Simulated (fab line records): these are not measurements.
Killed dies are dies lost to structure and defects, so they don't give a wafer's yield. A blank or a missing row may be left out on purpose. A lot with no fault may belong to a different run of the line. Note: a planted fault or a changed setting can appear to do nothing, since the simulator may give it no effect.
Matching of chambers -- flow sky130 -- 4 sister chambers for SKY_CONTACT_ETCH_16 on rie_diel-02
The step etches BARC in N2/H2, stops on SiO2, time 45.9 s, target depth 60 nm. 18 wafers are shown with their chamber, then 9 later ones without.

== WAFERS PAIRED WITH THEIR CHAMBERS ==
wafer,chamber,drypump_motor_current_A (A),throttle_valve_pct (%),oes_product_au (a.u.)
L074.1,2,5.9,13.220,0.858
L074.4,1,6.2,13.235,0.858
L074.6,2,5.9,13.235,0.859
L075.4,1,6.1,13.214,0.853
L075.5,2,5.9,13.219,0.855
L075.6,0,5.6,13.219,0.859
L077.2,0,5.6,13.225,0.861
L077.3,3,6.5,13.220,0.852
L077.5,0,5.6,13.228,0.854
L079.4,3,6.4,13.221,0.858
L079.5,0,5.6,13.217,0.859
L079.6,2,5.9,13.221,0.855
L078.2,2,5.9,13.225,0.858
L078.5,0,5.6,13.215,0.856
L078.6,3,6.4,13.226,0.859
L082.1,0,5.6,13.224,0.853
L082.2,2,5.9,13.237,0.849
L082.4,2,6.0,13.234,0.855

SIGNATURES (averages over the wafers above)
reading,chamber 0,chamber 1,chamber 2,chamber 3,scatter within a chamber
drypump_motor_current_A,5.600,6.150,5.914,6.433,0.038
throttle_valve_pct,13.22133,13.22450,13.22729,13.22233,0.00725
oes_product_au,0.85700,0.85550,0.85557,0.85633,0.00337
Rule: for a wafer and a chamber, the distance is found by dividing, reading by reading, the gap between the wafer's reading and the chamber's mean by the reading's scatter, squaring, summing and taking the root. The wafer belongs to the nearest chamber; if the next one is less than 2 further off, it can't be placed. The scatter: the root of (the sum of the squares of (reading less its chamber's mean) over the shown wafers, divided by (wafers less chambers)).

== WAFERS WITHOUT THEIR CHAMBER ==
wafer,drypump_motor_current_A (A),throttle_valve_pct (%),oes_product_au (a.u.)
L085.1,5.6,13.216,0.856
L085.4,6.4,13.214,0.859
L085.5,5.9,13.231,0.859
L087.1,6.1,13.237,0.865
L087.2,5.9,13.223,0.848
L087.5,5.7,13.227,0.857
L092.2,5.6,13.232,0.864
L092.4,5.9,13.215,0.850
L092.5,6.5,13.226,0.856

== CHAMBER TAKEN BY EACH ==
wafer,from the rows above,in truth
L085.1,0,0
L085.4,3,3
L085.5,2,2
L087.1,1,1
L087.2,2,2
L087.5,0,0
L092.2,0,0
L092.4,2,2
L092.5,3,3
9 of 9 placed correctly. From these rows, 0 cannot be placed. Number placed wrongly: 0.
